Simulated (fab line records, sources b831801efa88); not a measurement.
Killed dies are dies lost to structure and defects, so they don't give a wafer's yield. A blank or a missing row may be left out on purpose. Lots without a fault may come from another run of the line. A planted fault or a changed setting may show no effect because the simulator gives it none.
One fault seen from 2 desks | flow gf180mcu | each desk has only its own numbers; what lay behind them comes last

THE METROLOGY DESK
What the gauges read, lot by lot, whatever tool the lot ran on: means of the sampled wafers that have a number. A lot is out of limits, marked OUT, if its mean lies more than 4 standard deviations from the usual mean; the brackets give that distance.
Columns: A = HV_LDD_CVD_56_THK at GF_HV_LDD_THK_MEAS_57, usual 89.9 nm; B = NSD_TW at GF_NSD_TW_MEAS_12, usual 4266; C = PSD_TW at GF_PSD_TW_MEAS_11, usual 3184
lot  | first seen here | A              | B    | C
L476 | day 12 19:29    | 88.1           | 4260 | 3202
L481 | day 14 13:38    | 90.6           | 4223 | 3136
L482 | day 14 21:00    | 89.2           | 4296 | 3202
L483 | day 15 05:21    | 90.7           | 4265 | 3148
L484 | day 15 12:12    | 70.6 (-19) OUT | 4221 | 3142
L488 | day 17 00:14    | 67.3 (-23) OUT | 4295 | 3134
L492 | day 18 05:43    | 90.5           | 4192 | 3204
L493 | day 18 22:11    | 88.2           | 4289 | 3196
L495 | day 19 11:04    | 89.2           | 4277 | 3212
L496 | day 19 17:21    | 89.8           | 4284 | 3203
L498 | day 20 09:52    | 90.0           | 4206 | 3207
This desk's finding: out of limits on L484, L488; first on L484, day 15 12:12 (HV_LDD_CVD_56_THK at GF_HV_LDD_THK_MEAS_57). In limits: L476, L481, L482, L483, L492, L493, L495, L496, L498.

THE TOOL OWNER'S DESK: lpcvd-01
The tool's own readings at GF_HV_LDD_CVD_56 (deposits Si3N4 from DCS/NH3, target thk 90 nm, time 1543 s): means of the sampled wafers that have a number, for each lot that ran on this tool. A lot is out of limits, marked OUT, if its mean lies more than 4 standard deviations from the usual mean; the brackets give that distance. Of its 8 readings 7 are shown: the one that was out of limits first, and those that lie furthest out on some lot.
Columns: A = spike_tc_bottom_C at GF_HV_LDD_CVD_56, usual 790.0 C; B = spike_tc_centre_C at GF_HV_LDD_CVD_56, usual 770.6 C; C = spike_tc_lower_C at GF_HV_LDD_CVD_56, usual 770.2 C; D = spike_tc_top_C at GF_HV_LDD_CVD_56, usual 784.3 C; E = spike_tc_upper_C at GF_HV_LDD_CVD_56, usual 770.0 C; F = susceptor_temp_C at GF_HV_LDD_CVD_56, usual 770.00 C; G = zone_power_top_pct at GF_HV_LDD_CVD_56, usual 25.7 %
lot  | first seen here | A                | B               | C               | D                | E               | F                | G
L481 | day 14 12:11    | 792.5            | 769.5           | 768.3           | 783.0            | 771.2           | 769.80           | 26.8
L482 | day 14 19:34    | 791.9            | 771.7           | 771.2           | 779.5            | 770.9           | 770.15           | 29.4
L483 | day 15 03:55    | 791.0            | 771.0           | 771.4           | 780.2            | 770.8           | 770.21           | 29.3
L484 | day 15 10:45    | 776.2 (-6.3) OUT | 756.4 (-12) OUT | 755.7 (-10) OUT | 766.1 (-6.3) OUT | 755.3 (-13) OUT | 755.24 (-53) OUT | 28.2
L488 | day 16 22:48    | 779.3 (-4.9) OUT | 755.7 (-12) OUT | 753.6 (-12) OUT | 770.1 (-4.9) OUT | 755.3 (-13) OUT | 755.48 (-52) OUT | 26.3
L495 | day 19 07:51    | 790.9            | 772.1           | 771.0           | 780.2            | 770.3           | 770.14           | 28.9
L498 | day 20 07:44    | 793.1            | 769.9           | 768.5           | 784.9            | 770.9           | 769.94           | 27.0
This desk's finding: out of limits on L484, L488; first on L484, day 15 10:45 (spike_tc_bottom_C at GF_HV_LDD_CVD_56). In limits: L481, L482, L483, L495, L498.

PUT TOGETHER
The tool owner's desk could have raised an alarm at day 15 10:45, on L484, L488.
The metrology desk could have raised an alarm at day 15 12:12, on L484, L488.
Of the lots named, all ran GF_HV_LDD_CVD_56 on lpcvd-01.

WHAT THE SIMULATOR HAD PUT IN
Process parameter drift: lpcvd-01, from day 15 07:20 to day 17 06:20, at GF_HV_LDD_CVD_56. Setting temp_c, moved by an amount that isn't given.
Lots struck among those shown: L484, L488.
Hours from the fault's start to each desk's first reading out of limits: the tool owner's desk, 3; the metrology desk, 5.
